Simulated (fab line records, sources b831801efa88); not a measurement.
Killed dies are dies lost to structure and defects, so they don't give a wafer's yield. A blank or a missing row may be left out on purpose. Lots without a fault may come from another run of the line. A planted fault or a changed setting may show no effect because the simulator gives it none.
Which tool did it? | flow sky130 | 11 lots, 33 wafers sampled, at 3 steps of a route of 708

WHAT THE GAUGES READ, wafer by wafer
SKY_VIA1_BOW_MEAS_03. Usual: VIA1_BOW 80 um, standard deviation 6.5.
lot  | measured     | on            | VIA1_BOW (um) | flag
L639 | day 34 00:01 | film_metro-01 | 73 82 69      |
L641 | day 34 12:19 | film_metro-01 | 77 79 85      |
L642 | day 34 19:04 | film_metro-02 | 74 81 75      |
L643 | day 35 03:02 | film_metro-02 | 74 74 75      |
L644 | day 35 07:05 | film_metro-01 | 82 82 89      |
L645 | day 35 11:49 | film_metro-02 | 68 62 72      |
L651 | day 37 14:40 | film_metro-02 | 80 74 81      |
L659 | day 39 18:54 | film_metro-01 | 91 86 78      |
L660 | day 40 03:20 | film_metro-01 | 87 91 88      |
L661 | day 40 08:41 | film_metro-03 | 83 74 82      |
L662 | day 40 17:34 | film_metro-03 | 65 85 79      |

WHICH TOOL RAN EACH LOT (tool, then ch and the chambers of the sampled wafers, then the start)
lot  | SKY_LI_CONTACT_STRIP_16              | SKY_CONTACT_ETCH_17
L639 | plasma_asher-04 ch 0,1, day 30 04:51 | rie_diel-02 ch 1,2, day 32 17:02
L641 | plasma_asher-03 ch 0,1, day 30 17:22 | rie_diel-03 ch 1,2, day 33 05:33
L642 | plasma_asher-02 ch 0,1, day 31 00:17 | rie_diel-03 ch 2,3, day 33 12:43
L643 | plasma_asher-04 ch 1, day 31 09:33   | rie_diel-02 ch 0,1,3, day 33 21:17
L644 | plasma_asher-02 ch 0,1, day 31 15:21 | rie_diel-03 ch 0,1,3, day 34 01:18
L645 | plasma_asher-02 ch 0,1, day 31 19:48 | rie_diel-04 ch 0,1,3, day 34 06:52
L651 | plasma_asher-04 ch 0,1, day 34 01:34 | rie_diel-04 ch 0,2,3, day 36 09:21
L659 | plasma_asher-02 ch 0,1, day 36 06:03 | rie_diel-03 ch 0,1,3, day 38 14:11
L660 | plasma_asher-02 ch 0,1, day 36 15:13 | rie_diel-04 ch 0,3, day 38 22:49
L661 | plasma_asher-04 ch 0,1, day 36 21:07 | rie_diel-03 ch 0,1,3, day 39 04:25
L662 | plasma_asher-02 ch 0,1, day 37 07:36 | rie_diel-02 ch 2,3, day 39 13:34
- SKY_LI_CONTACT_STRIP_16: strips in O2/N2.
- SKY_CONTACT_ETCH_17: etches SiO2 in C4F8/O2/Ar, stops on Si3N4, target depth 340 nm.

WHAT THE TOOLS THEMSELVES READ (means of the sampled wafers that have a number; where no wafer has one, the mark that the record gives instead)
SKY_LI_CONTACT_STRIP_16. Usual: drypump_motor_current_A 5.7 A, standard deviation 0.4; oes_product_au 0.376 a.u., standard deviation 0.0047; strip_time_to_endpoint_s 3.514 s, standard deviation 0.021.
lot  | tool            | drypump_motor_current_A (A) | oes_product_au (a.u.) | strip_time_to_endpoint_s (s) | flag
L639 | plasma_asher-04 | 5.8                         | 0.377                 | 3.528                        |
L641 | plasma_asher-03 | 5.3                         | 0.380                 | 3.537                        |
L642 | plasma_asher-02 | 6.0                         | 0.373                 | 3.482                        |
L643 | plasma_asher-04 | 6.1                         | 0.381                 | 3.499                        |
L644 | plasma_asher-02 | 6.1                         | 0.373                 | 3.530                        |
L645 | plasma_asher-02 | 6.0                         | 0.375                 | 3.491                        |
L651 | plasma_asher-04 | 5.5                         | 0.377                 | 3.527                        |
L659 | plasma_asher-02 | 6.1                         | 0.376                 | 3.512                        |
L660 | plasma_asher-02 | 6.0                         | 0.375                 | 3.500                        |
L661 | plasma_asher-04 | 5.8                         | 0.378                 | 3.504                        |
L662 | plasma_asher-02 | 6.0                         | 0.376                 | 3.490                        |

SKY_CONTACT_ETCH_17. Usual: oes_product_au 0.892 a.u., standard deviation 0.0046.
lot  | tool        | oes_product_au (a.u.) | flag
L639 | rie_diel-02 | 0.891                 |
L641 | rie_diel-03 | 0.893                 |
L642 | rie_diel-03 | 0.892                 |
L643 | rie_diel-02 | 0.896                 |
L644 | rie_diel-03 | 0.891                 |
L645 | rie_diel-04 | 0.895                 |
L651 | rie_diel-04 | 0.897                 |
L659 | rie_diel-03 | 0.887                 |
L660 | rie_diel-04 | 0.891                 |
L661 | rie_diel-03 | 0.894                 |
L662 | rie_diel-02 | 0.892                 |

THE ANSWER, worked out from the rows above alone
Rule: a lot is off if the mean of its wafers that have a number lies more than 3 standard deviations from the usual mean. A lot without any number at a reading at which 4 lots or more have one is off too. The other lots that the step has rows for count as sound. The gauges are gone through in route order, then the tools' own readings, and for those a lot's mean is taken as printed above. The first step at which some lot is off is used, and at that step the reading that is off furthest; a lot without a number counts as furthest.
No lot is off at any reading shown: from this, nothing can be told.

WHAT THE SIMULATOR HAD PUT IN
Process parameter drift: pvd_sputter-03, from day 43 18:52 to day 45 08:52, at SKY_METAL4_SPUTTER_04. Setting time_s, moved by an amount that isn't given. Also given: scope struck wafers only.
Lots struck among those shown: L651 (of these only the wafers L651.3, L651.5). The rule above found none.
